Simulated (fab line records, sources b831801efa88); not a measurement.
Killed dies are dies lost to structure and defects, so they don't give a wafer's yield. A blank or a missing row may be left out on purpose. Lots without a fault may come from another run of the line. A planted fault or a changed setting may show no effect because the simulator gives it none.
Chamber matching | flow sky130 | SKY_CONTACT_ETCH_17 on rie_diel-04: 4 sister chambers
The step etches SiO2 in C4F8/O2/Ar, stops on Si3N4, target depth 340 nm. 4 wafers are shown with their chamber, then 7 later ones without.

WAFERS WITH THEIR CHAMBER
wafer  | chamber | oes_product_au (a.u.)
L924.3 | 0       | 0.893
L937.4 | 1       | 0.893
L937.6 | 3       | 0.889
L939.5 | 2       | 0.894

WAFERS WITHOUT THEIR CHAMBER
wafer  | oes_product_au (a.u.)
L939.6 | 0.900
L942.1 | 0.900
L942.3 | 0.893
L942.4 | 0.892
L944.1 | 0.891
L944.4 | 0.892
L944.5 | 0.894

WHICH CHAMBER EACH WENT THROUGH
wafer  | from the rows above               | in truth
L939.6 | can't be placed: 2 or 0 or 1 or 3 | 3
L942.1 | can't be placed: 2 or 0 or 1 or 3 | 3
L942.3 | can't be placed: 0 or 1 or 2 or 3 | 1
L942.4 | can't be placed: 0 or 1 or 2 or 3 | 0
L944.1 | can't be placed: 0 or 1 or 3 or 2 | 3
L944.4 | can't be placed: 0 or 1 or 2 or 3 | 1
L944.5 | can't be placed: 2 or 0 or 1 or 3 | 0
Placed correctly: 0 of 7. Can't be placed from these rows: 7 (the true chamber is among the candidates in 7). Placed wrongly: 0.
How it was worked out, from the rows above alone: a wafer's distance from a chamber is the root of the sum, over the readings, of the square of ((its reading less the chamber's mean) divided by the reading's scatter). The wafer belongs to the nearest chamber; if the next one is less than 2 further off, it can't be placed. A chamber's mean is the mean of its shown wafers. The scatter: with one shown wafer a chamber, the root of the mean of the squares of how far each hidden wafer lies from its nearest shown one.
